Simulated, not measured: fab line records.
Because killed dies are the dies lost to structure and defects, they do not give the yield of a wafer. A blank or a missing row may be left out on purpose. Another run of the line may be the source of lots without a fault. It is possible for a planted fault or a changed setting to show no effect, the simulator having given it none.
A struck lot beside a sound one :: flow sky130 :: 29 steps out of a route of 708
Sound: the wafers L409.2, L409.4, L409.5. Wafers struck: L423.1, L423.2, L423.5. The cause is given at the end.
For every step that has rows: the tool of each side, followed by ch and its chambers, followed by its first start. Under that, the readings that differ: sound wafers :: struck wafers :: difference of the means :: sigmas: that difference in standard deviations of wafers without a fault.
alike: words and numbers the same on both sides, and readings whose means are apart by under 2 such deviations; not compared: readings that were withheld, readings missing a value for some wafer, numbers with overlapping values and no deviation given by the record, and bounds like >300 which may hide the same value.
The two part at a step that has a row with sigmas, a row that says differs or no value, or rows on one side only. When numbers do not overlap yet have no deviation, they are printed without sigmas and do not part them. A reading that every wafer of one side lacks parts them only if that side has two wafers or more.

SKY_SD_N_OVL_MEAS_08:
  sound on overlay-02, day 28 14:28; struck on overlay-01, day 32 14:13
  alike: SD_N_OVL
then, 2 steps without rows for these wafers: SKY_SD_N_IMPLANT_09; SKY_SD_N_IMPLANT_10.
SKY_SD_N_STRIP_11: strips in O2/N2.
  sound on plasma_asher-03 ch 1, day 28 14:48; struck on plasma_asher-03 ch 0,1, day 32 14:33
  alike: drypump_motor_current_A, oes_product_au, strip_time_to_endpoint_s
  not compared: rf_hours_counter_h
SKY_SD_N_TW_MEAS_12:
  sound on film_metro-01, day 28 14:55; struck on film_metro-04, day 32 14:39
  alike: SD_N_TW
then, 1 step without rows for these wafers: SKY_SD_N_CLEAN_13 (cleans in SC1/SC2, time 150 s).
SKY_SD_N_RTA_14: time 2 s.
  sound on rtp_anneal-02 ch 0, day 28 15:01; struck on rtp_anneal-02 ch 0, day 32 14:46
reading: lamp_power_pct (%)
sound: 15.73 15.64 15.64
struck: 15.77 15.83 15.75
difference: +0.11
sigmas: +2
  alike: wafer_temp_C_max
SKY_SD_N_RS_MEAS_16: a four-point-probe measurement.
  sound on film_metro-03, day 28 15:12; struck on film_metro-01, day 32 14:56
  alike: SD_N_RS
SKY_SD_N_RS_MEAS_17: a four-point-probe measurement.
  sound on film_metro-03, day 28 15:19; struck on film_metro-01, day 32 15:03
  alike: SD_P_RS
SKY_SD_N_RS_MEAS_18: a four-point-probe measurement.
  sound on film_metro-03, day 28 15:26; struck on film_metro-01, day 32 15:10
  alike: RES_XHIGH_RS
then, 1 step without rows for these wafers: SKY_SALICIDE_CLEAN_00 (cleans in HF-last, time 30 s).
SKY_LI_CONTACT_HDPCVD_00: deposits PSG, target thk 930 nm, time 155 s.
  sound on hdpcvd-01 ch 1,2, day 28 15:34; struck on hdpcvd-01 ch 0,1,2, day 32 15:19
SKY_LI_CONTACT_THK_MEAS_01:
  sound on film_metro-03, day 28 15:40; struck on film_metro-03, day 32 15:25
reading: LI_CONTACT_HDPCVD_THK (nm)
sound: 982 972 982
struck: 830 840 834
difference: -144
sigmas: -14
SKY_LI_CONTACT_CMP_02: polishes PSG.
  sound on cmp-01 ch 0,1, day 28 15:43; struck on cmp-01 ch 0,2, day 32 15:31
  alike: motor_current_A, slurry_filter_dp_kPa, slurry_flow_ml_min, time_to_endpoint_s
SKY_LI_CONTACT_BOW_MEAS_03:
  sound on film_metro-04, day 28 16:02; struck on film_metro-03, day 32 15:46
  alike: LI_CONTACT_BOW
then, 8 steps without rows for these wafers: SKY_LI_CONTACT_DEHYDRATE_04 (time 60 s); SKY_LI_CONTACT_HMDS_05 (prime time 60 s); SKY_LI_CONTACT_COAT_06 (resist thk 60 nm); SKY_LI_CONTACT_COAT_07 (resist thk 450 nm); SKY_LI_CONTACT_SOFTBAKE_08 (time 90 s); SKY_LI_CONTACT_EXPOSE_09 (exposes mask LICM1, target cd 170 nm); SKY_LI_CONTACT_PEB_10; SKY_LI_CONTACT_DEVELOP_11 (develop time 60 s).
SKY_LI_CONTACT_CD_MEAS_12 targets a cd of 170 nm.
  sound on cd_sem-01, day 29 20:28; struck on cd_sem-01, day 33 18:59
  alike: cd_nm
SKY_LI_CONTACT_OVL_MEAS_13:
  sound on overlay-02, day 29 20:34; struck on overlay-01, day 33 19:06
  alike: LI_CONTACT_OVL
SKY_LI_CONTACT_ETCH_14: etches BARC in N2/H2, stops on SiO2, time 45.9 s, target depth 60 nm.
  sound on rie_diel-04 ch 0,3, day 29 20:36; struck on rie_diel-04 ch 1,2,3, day 33 19:08
  alike: drypump_motor_current_A, oes_product_au, throttle_valve_pct
  not compared: rf_hours_counter_h
SKY_LI_CONTACT_ETCH_15: etches PSG in C4F8/O2/Ar, stops on Si, target depth 600 nm.
  sound on rie_diel-04 ch 0,3, day 29 20:38; struck on rie_diel-04 ch 1,2,3, day 33 19:11
reading: oes_product_au (a.u.)
sound: 0.835 0.837 0.837
struck: 0.730 0.741 0.733
difference: -0.102
sigmas: -23
SKY_LI_CONTACT_STRIP_16: strips in O2/N2.
  sound on plasma_asher-04 ch 0,1, day 29 20:43; struck on plasma_asher-03 ch 0,1, day 33 19:16
  alike: drypump_motor_current_A, oes_product_au, strip_time_to_endpoint_s
  not compared: rf_hours_counter_h
-- here the record skips 15 days between the struck wafers' starts before and after, leaving off in module LI_CONTACT and picking up in module PAD_OPEN (first step shown: number 708 of the route) --
SKY_PAD_OPEN_PROBE_99:
  sound on prober-01, day 46 05:29; struck on prober-01, day 49 01:46
reading: killed_dies
sound: 75 66 80
struck: 90 94 94
difference: +19
sigmas: +2

reading: killed_on_rim
sound: 10 10 14
struck: 17 22 24
difference: +10
sigmas: +2
  alike: killed_at_M0_to_M3, killed_at_M4_up, killed_at_contacts, killed_at_front_end, killed_at_other, killed_open, killed_short

## WHERE THEY PART
At SKY_SD_N_RTA_14 first; at SKY_PAD_OPEN_PROBE_99 last (within this record only).

WHY: the cause the simulator had injected
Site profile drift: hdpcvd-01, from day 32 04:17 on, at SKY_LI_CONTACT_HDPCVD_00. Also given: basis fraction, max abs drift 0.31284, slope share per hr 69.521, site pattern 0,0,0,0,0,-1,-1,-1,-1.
